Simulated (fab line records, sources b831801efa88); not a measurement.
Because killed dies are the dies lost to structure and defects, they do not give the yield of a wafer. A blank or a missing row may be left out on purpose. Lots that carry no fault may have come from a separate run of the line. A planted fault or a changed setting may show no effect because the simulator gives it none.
The tool behind it: which one? + flow gf180mcu + 39 wafers from 13 lots sampled at 4 of the route's 602 steps

== WHAT THE GAUGES READ, wafer by wafer ==
GF_V3_CD_MEAS_14: the cd target is 260 nm. Usual: cd-nm at 260.0 nm, with a standard deviation of 1.1.
| lot  | measured     | on        | cd-nm (nm)        | flag |
|------|--------------|-----------|-------------------|------|
| L710 | day 22 07:56 | cd-sem-02 | 258.8 259.3 259.5 |      |
| L711 | day 22 14:49 | cd-sem-02 | 260.3 259.4 259.8 |      |
| L713 | day 23 05:36 | cd-sem-01 | 262.1 260.2 261.6 |      |
| L714 | day 23 19:15 | cd-sem-02 | 259.8 260.3 259.9 |      |
| L715 | day 24 09:19 | cd-sem-01 | 261.0 260.5 258.9 |      |
| L716 | day 24 16:52 | cd-sem-01 | 260.9 260.0 260.0 |      |
| L718 | day 25 10:07 | cd-sem-02 | 258.8 258.7 258.7 |      |
| L724 | day 27 02:19 | cd-sem-01 | 235.2 234.7 234.6 | OFF  |
| L725 | day 27 11:55 | cd-sem-02 | 234.0 232.9 233.0 | OFF  |
| L726 | day 27 14:35 | cd-sem-02 | 258.2 260.7 258.9 |      |
| L727 | day 27 20:27 | cd-sem-02 | 260.2 260.1 260.7 |      |
| L732 | day 29 13:36 | cd-sem-02 | 258.3 258.8 258.6 |      |
| L733 | day 29 14:07 | cd-sem-01 | 258.9 259.4 258.6 |      |

== EACH LOT AND THE TOOL THAT RAN IT (in order: tool; ch and the chambers of the sampled wafers; start) ==
| lot  | GF_M3_SPUTTER_00             | GF_M3_SPUTTER_01             | GF_V3_EXPOSE_11                   |
|------|------------------------------|------------------------------|-----------------------------------|
| L710 | pvd-sputter-02, day 20 05:57 | pvd-sputter-02, day 20 06:03 | krf-scanner-02 ch 0, day 21 20:07 |
| L711 | pvd-sputter-01, day 20 13:51 | pvd-sputter-01, day 20 13:57 | krf-scanner-01 ch 0, day 22 03:16 |
| L713 | pvd-sputter-02, day 21 05:55 | pvd-sputter-02, day 21 06:01 | krf-scanner-01 ch 0, day 22 18:14 |
| L714 | pvd-sputter-03, day 21 19:23 | pvd-sputter-03, day 21 19:29 | krf-scanner-01 ch 0, day 23 08:15 |
| L715 | pvd-sputter-01, day 22 10:37 | pvd-sputter-01, day 22 10:43 | krf-scanner-01 ch 0, day 23 22:17 |
| L716 | pvd-sputter-02, day 22 17:55 | pvd-sputter-02, day 22 18:01 | krf-scanner-02 ch 0, day 24 06:22 |
| L718 | pvd-sputter-01, day 23 11:48 | pvd-sputter-01, day 23 11:54 | krf-scanner-02 ch 0, day 24 23:28 |
| L724 | pvd-sputter-03, day 25 07:31 | pvd-sputter-03, day 25 07:37 | krf-scanner-02 ch 0, day 26 16:26 |
| L725 | pvd-sputter-03, day 25 16:59 | pvd-sputter-03, day 25 17:05 | krf-scanner-02 ch 0, day 27 01:51 |
| L726 | pvd-sputter-01, day 25 19:47 | pvd-sputter-01, day 25 19:53 | krf-scanner-01 ch 0, day 27 05:17 |
| L727 | pvd-sputter-02, day 26 02:14 | pvd-sputter-02, day 26 02:20 | krf-scanner-01 ch 0, day 27 11:05 |
| L732 | pvd-sputter-03, day 27 22:17 | pvd-sputter-03, day 27 22:23 | krf-scanner-01 ch 0, day 29 04:52 |
| L733 | pvd-sputter-01, day 27 22:56 | pvd-sputter-01, day 27 23:02 | krf-scanner-01 ch 0, day 29 05:20 |
- GF_M3_SPUTTER_00: material Ti, target thk 37.5 nm, time 150 s.
- GF_M3_SPUTTER_01: material TiN, target thk 30 nm, time 25 s.
- GF_V3_EXPOSE_11: exposes mask Via3, target cd 260 nm.

== WHAT THE TOOLS THEMSELVES READ (means of the sampled wafers that have a number; where no wafer has one, the mark that the record gives instead) ==
GF_M3_SPUTTER_00. Usual: throttle-valve-pct at 29.8 %, with a standard deviation of 0.92.
| lot  | tool           | throttle-valve-pct (%) | flag |
|------|----------------|------------------------|------|
| L710 | pvd-sputter-02 | 29.7                   |      |
| L711 | pvd-sputter-01 | 30.2                   |      |
| L713 | pvd-sputter-02 | 28.7                   |      |
| L714 | pvd-sputter-03 | 29.4                   |      |
| L715 | pvd-sputter-01 | 30.5                   |      |
| L716 | pvd-sputter-02 | 29.5                   |      |
| L718 | pvd-sputter-01 | 30.5                   |      |
| L724 | pvd-sputter-03 | 29.1                   |      |
| L725 | pvd-sputter-03 | 29.1                   |      |
| L726 | pvd-sputter-01 | 30.4                   |      |
| L727 | pvd-sputter-02 | 29.2                   |      |
| L732 | pvd-sputter-03 | 29.1                   |      |
| L733 | pvd-sputter-01 | 30.7                   |      |

GF_M3_SPUTTER_01. Usual: throttle-valve-pct at 29.8 %, with a standard deviation of 0.91.
| lot  | tool           | throttle-valve-pct (%) | flag |
|------|----------------|------------------------|------|
| L710 | pvd-sputter-02 | 29.7                   |      |
| L711 | pvd-sputter-01 | 30.5                   |      |
| L713 | pvd-sputter-02 | 28.6                   |      |
| L714 | pvd-sputter-03 | 29.4                   |      |
| L715 | pvd-sputter-01 | 30.3                   |      |
| L716 | pvd-sputter-02 | 29.5                   |      |
| L718 | pvd-sputter-01 | 30.4                   |      |
| L724 | pvd-sputter-03 | 29.0                   |      |
| L725 | pvd-sputter-03 | 29.0                   |      |
| L726 | pvd-sputter-01 | 30.4                   |      |
| L727 | pvd-sputter-02 | 29.1                   |      |
| L732 | pvd-sputter-03 | 29.2                   |      |
| L733 | pvd-sputter-01 | 30.7                   |      |

GF_V3_EXPOSE_11. Usual: exposure-dose-mJ-cm2 at 37.95, with a standard deviation of 0.041.
| lot  | tool           | exposure-dose-mJ-cm2 | flag |
|------|----------------|----------------------|------|
| L710 | krf-scanner-02 | 37.98                |      |
| L711 | krf-scanner-01 | 37.91                |      |
| L713 | krf-scanner-01 | 37.94                |      |
| L714 | krf-scanner-01 | 37.95                |      |
| L715 | krf-scanner-01 | 37.91                |      |
| L716 | krf-scanner-02 | 37.94                |      |
| L718 | krf-scanner-02 | 38.00                |      |
| L724 | krf-scanner-02 | 32.12                | OFF  |
| L725 | krf-scanner-02 | 32.12                | OFF  |
| L726 | krf-scanner-01 | 37.92                |      |
| L727 | krf-scanner-01 | 37.89                |      |
| L732 | krf-scanner-01 | 37.94                |      |
| L733 | krf-scanner-01 | 37.92                |      |

== THE ANSWER, worked out from the rows above alone ==
Rule: take the mean of a lot's wafers that have a number; if it is more than 3 standard deviations from the usual mean, the lot is off. Also off: a lot with no number at a reading for which 4 or more lots have one. Where the step has rows for the other lots, those lots are counted as sound. The gauges are gone through in route order, then the tools' own readings, and for those a lot's mean is taken as printed above. At the first step where some lot is off, the reading lying furthest off is the one used; lots without a number count as furthest.
Off: L724, L725, at GF_V3_CD_MEAS_14 (cd-nm).
If a tool, at a process step before that reading, ran all the lots that are off and no sound lot after the first of them, it fits. Not tried: the gauges at GF_V3_CD_MEAS_14; whatever is off there is also off at GF_V3_EXPOSE_11, on other tools, and gauge error can't account for it. One fits: krf-scanner-02 at GF_V3_EXPOSE_11. Its last sound lot is L718 (day 24 23:28), its first lot that is off L724 (day 26 16:26): a fault that began between those two fits.
On the lots that are off, the tool's own readings at GF_V3_EXPOSE_11 differ by more than 5 times the standard deviation of the sound lots' means, which bears it out; exposure-dose-mJ-cm2 reads 32.12 there versus 37.94 on the sound lots.

== WHAT THE SIMULATOR HAD INSERTED ==
Process parameter drift: krf-scanner-02, from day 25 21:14 on, at GF_V3_EXPOSE_11. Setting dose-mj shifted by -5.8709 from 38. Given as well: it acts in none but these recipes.
Shown lots that were struck: L724, L725. The rule above found the same.
